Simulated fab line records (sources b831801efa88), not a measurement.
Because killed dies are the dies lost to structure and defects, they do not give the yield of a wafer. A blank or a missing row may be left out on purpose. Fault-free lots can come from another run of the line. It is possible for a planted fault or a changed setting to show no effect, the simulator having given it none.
What tool caused it? | flow sky130 | at 1 step of a route of 708, 14 lots with 42 wafers sampled

WHAT THE GAUGES SHOWED, per wafer
SKY_METAL2_THK_MEAS_06: measures by xrf. Usual: METAL2_ALCU_THK 249.1 nm, standard deviation 2.8.
lot  | measured     | on            | METAL2_ALCU_THK (nm) | flag
L171 | day 34 22:37 | film metro-03 | 247.7 245.5 245.7    |
L173 | day 35 08:10 | film metro-03 | 249.6 244.5 250.9    |
L174 | day 35 15:38 | film metro-03 | 245.8 245.0 245.4    |
L175 | day 36 00:59 | film metro-03 | 248.8 245.9 245.0    |
L176 | day 36 04:00 | film metro-02 | 247.3 253.4 253.6    |
L177 | day 36 15:31 | film metro-04 | 245.7 247.9 247.5    |
L179 | day 37 04:05 | film metro-02 | 252.7 246.4 248.9    |
L184 | day 38 16:39 | film metro-04 | 251.2 246.7 245.4    |
L187 | day 39 13:22 | film metro-02 | 250.7 251.2 248.2    |
L188 | day 39 18:29 | film metro-04 | 248.6 248.8 251.2    |
L189 | day 39 21:07 | film metro-02 | 247.6 249.2 248.4    |
L190 | day 40 05:39 | film metro-03 | 246.3 245.7 249.3    |
L191 | day 40 11:06 | film metro-03 | 248.5 249.8 246.8    |
L193 | day 41 03:31 | film metro-04 | 251.3 254.0 248.2    |

WHICH TOOL RAN EACH LOT (tool, then ch and the chambers of the sampled wafers, then the start)
Record: no process step prior to these readings.

AS READ BY THE TOOLS THEMSELVES (means over the sampled wafers that have a number; for cases with no such wafer, the mark the record gives instead)
The record holds no such reading with a usual standard deviation.

THE ANSWER, worked out from the rows above alone
Rule: a lot counts as off when the mean over its wafers that have a number is more than 3 standard deviations away from the usual mean. A lot without any number at a reading at which 4 lots or more have one is off too. Where the step has rows for the other lots, those lots are counted as sound. First the gauges in route order, then the tools' own readings, where a lot's mean is used as printed above. At the first step where some lot is off, the reading lying furthest off is the one used; lots without a number count as furthest.
Nothing can be told from this: no lot is off at any reading shown.

WHAT WAS PUT IN BY THE SIMULATOR
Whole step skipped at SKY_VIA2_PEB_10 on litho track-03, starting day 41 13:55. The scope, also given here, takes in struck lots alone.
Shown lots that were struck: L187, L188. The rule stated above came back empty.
